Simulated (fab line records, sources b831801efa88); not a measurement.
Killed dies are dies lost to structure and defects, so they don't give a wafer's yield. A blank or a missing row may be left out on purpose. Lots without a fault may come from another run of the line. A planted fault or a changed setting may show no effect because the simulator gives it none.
Which tool did it? | flow gf180mcu | 13 lots, 39 wafers sampled, at 3 steps of a route of 602

WHAT THE GAUGES READ, wafer by wafer
GF_V5_CD_MEAS_14: target cd 260 nm.
lot  | measured     | on        | cd_nm (nm)
L373 | day 26 20:43 | cd_sem-02 | 262.6 261.5 260.9
L374 | day 28 01:04 | cd_sem-02 | 262.1 262.9 262.9
L375 | day 28 06:52 | cd_sem-01 | 257.6 258.6 258.8
L377 | day 28 16:35 | cd_sem-01 | 262.4 261.0 262.2
L378 | day 28 20:25 | cd_sem-01 | 260.8 262.0 260.9
L379 | day 29 02:31 | cd_sem-01 | 260.8 259.3 260.4
L380 | day 29 14:16 | cd_sem-02 | 260.8 259.6 258.7
L381 | day 30 06:20 | cd_sem-02 | 260.2 258.6 259.5
L384 | day 30 16:28 | cd_sem-01 | 257.9 257.7 258.6
L387 | day 31 11:40 | cd_sem-02 | 260.6 261.5 261.8
L388 | day 31 19:39 | cd_sem-01 | 261.1 262.0 262.3
L390 | day 32 07:58 | cd_sem-02 | 259.4 260.3 259.9
L392 | day 32 21:02 | cd_sem-01 | 262.2 261.9 262.4

GF_V5_OVL_MEAS_15.
lot  | measured     | on         | V5_OVL (nm)
L373 | day 26 20:48 | overlay-02 | 5 -8 4
L374 | day 28 01:11 | overlay-02 | -8 -8 -10
L375 | day 28 06:59 | overlay-01 | 2 -2 7
L377 | day 28 16:43 | overlay-02 | 0 0 3
L378 | day 28 20:32 | overlay-02 | -3 4 2
L379 | day 29 02:38 | overlay-01 | 6 8 -7
L380 | day 29 14:21 | overlay-01 | -8 -1 -11
L381 | day 30 06:26 | overlay-02 | -1 -1 -3
L384 | day 30 16:35 | overlay-02 | 2 3 9
L387 | day 31 11:47 | overlay-01 | 10 10 7
L388 | day 31 19:44 | overlay-02 | 2 -4 -6
L390 | day 32 08:05 | overlay-02 | 6 10 13
L392 | day 32 21:07 | overlay-02 | -12 -7 -7

WHICH TOOL RAN EACH LOT (tool, then ch and the chambers of the sampled wafers, then the start)
lot  | GF_M4_SPUTTER_00
L373 | pvd_sputter-02, day 22 01:34
L374 | pvd_sputter-03, day 23 09:37
L375 | pvd_sputter-03, day 23 16:55
L377 | pvd_sputter-02, day 24 02:49
L378 | pvd_sputter-03, day 24 08:22
L379 | pvd_sputter-03, day 24 15:40
L380 | pvd_sputter-03, day 25 03:35
L381 | pvd_sputter-02, day 25 22:29
L384 | pvd_sputter-02, day 26 09:34
L387 | pvd_sputter-03, day 27 08:50
L388 | pvd_sputter-01, day 27 17:31
L390 | pvd_sputter-01, day 28 07:11
L392 | pvd_sputter-01, day 29 00:09
- GF_M4_SPUTTER_00: material Ti, target thk 37.5 nm, time 150 s.

WHAT THE TOOLS THEMSELVES READ (means of the sampled wafers that have a number; where no wafer has one, the mark that the record gives instead)
GF_M4_SPUTTER_00.
lot  | tool           | cathode_dc_power_W (W) | throttle_valve_pct (%)
L373 | pvd_sputter-02 | 3999.8                 | 30.6
L374 | pvd_sputter-03 | 4000.0                 | 30.1
L375 | pvd_sputter-03 | 4000.1                 | 29.7
L377 | pvd_sputter-02 | 4000.3                 | 29.7
L378 | pvd_sputter-03 | 4000.4                 | 30.3
L379 | pvd_sputter-03 | 3999.8                 | 30.2
L380 | pvd_sputter-03 | 3999.4                 | 29.5
L381 | pvd_sputter-02 | 4000.0                 | 30.0
L384 | pvd_sputter-02 | 3999.3                 | 29.2
L387 | pvd_sputter-03 | 3999.6                 | 29.9
L388 | pvd_sputter-01 | 3999.6                 | 30.2
L390 | pvd_sputter-01 | 3999.1                 | 30.3
L392 | pvd_sputter-01 | 3999.9                 | 30.3

THE ANSWER, worked out from the rows above alone
Rule: what is usual is taken from the lots themselves. Put in order of their means at a reading, lots are off if they are a third of the lots or fewer, leave a main group of 4 or more, and stand apart from it by a gap of 3 or more times the standard deviation of the main group's means; of several such gaps the widest counts. A main group whose means are all the same, to the digits that the tables above print for the reading, isn't used. A lot without any number at a reading at which 4 lots or more have one is off too. The other lots that the step has rows for count as sound. The gauges are gone through in route order, then the tools' own readings, and for those a lot's mean is taken as printed above. The first step at which some lot is off is used, and at that step the reading that is off furthest; a lot without a number counts as furthest.
No lot is off at any reading shown: from this, nothing can be told.

WHAT THE SIMULATOR HAD PUT IN
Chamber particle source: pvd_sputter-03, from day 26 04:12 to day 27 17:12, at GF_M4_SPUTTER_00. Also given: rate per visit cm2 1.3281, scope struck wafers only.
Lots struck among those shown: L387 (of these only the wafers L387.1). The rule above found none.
